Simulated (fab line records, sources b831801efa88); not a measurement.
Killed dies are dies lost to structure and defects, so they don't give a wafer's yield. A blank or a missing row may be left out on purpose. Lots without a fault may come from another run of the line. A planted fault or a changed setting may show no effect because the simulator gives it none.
One fault seen from 2 desks | flow gf180mcu | each desk has only its own numbers; what lay behind them comes last

THE TOOL OWNER'S DESK: litho_track-02
The tool's own readings at GF_VT_IMPLANT_SOFTBAKE_25 (time 60 s): means of the sampled wafers that have a number, for each lot that ran on this tool. A lot is out of limits, marked OUT, if its mean lies more than 4 standard deviations from the usual mean; the brackets give that distance.
Columns: A = heater_power_total_W at GF_VT_IMPLANT_SOFTBAKE_25, usual 56.60 W; B = plate_temp_C at GF_VT_IMPLANT_SOFTBAKE_25, usual 89.98 C
lot  | first seen here | A                       | B
L681 | day 7 14:47     | 56.57                   | 89.90
L683 | day 8 02:31     | 56.59                   | 90.09
L691 | day 10 09:38    | 60.94 (+99 or more) OUT | 95.01 (+34) OUT
L693 | day 11 03:23    | 60.92 (+99 or more) OUT | 95.04 (+34) OUT
This desk's finding: out of limits on L691, L693; first on L691, day 10 09:38 (heater_power_total_W at GF_VT_IMPLANT_SOFTBAKE_25). In limits: L681, L683.

THE METROLOGY DESK
What the gauges read, lot by lot, whatever tool the lot ran on: means of the sampled wafers that have a number. A lot is out of limits, marked OUT, if its mean lies more than 4 standard deviations from the usual mean; the brackets give that distance.
Columns: A = LVPWELL_RS at GF_VT_IMPLANT_RS_MEAS_48, usual 1195.9 ohm/sq
lot  | first seen here | A
L678 | day 8 00:35     | 1199.4
L680 | day 8 09:01     | 1194.5
L681 | day 8 16:05     | 1194.9
L682 | day 8 22:51     | 1193.5
L683 | day 9 03:40     | 1198.0
L684 | day 9 11:56     | 1194.3
L689 | day 11 02:12    | 1195.0
L691 | day 11 14:32    | 1196.6
L693 | day 12 09:08    | 1194.5
L696 | day 12 21:30    | 1193.5
L697 | day 13 06:38    | 1191.8
L699 | day 13 17:03    | 1193.4
This desk's finding: nothing out of limits on any of the 12 lots.

PUT TOGETHER
The tool owner's desk could have raised an alarm at day 10 09:38, on L691, L693.
The metrology desk saw nothing out of limits.
The metrology desk has L691, L693 on record, within its limits.
Of the lots named, all ran GF_VT_IMPLANT_SOFTBAKE_25 on litho_track-02.

WHAT THE SIMULATOR HAD PUT IN
Process parameter drift: litho_track-02, from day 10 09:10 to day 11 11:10, at GF_VT_IMPLANT_SOFTBAKE_25. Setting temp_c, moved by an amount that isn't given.
Lots struck among those shown: L691, L693.
Hours from the fault's start to each desk's first reading out of limits: the tool owner's desk, 0.
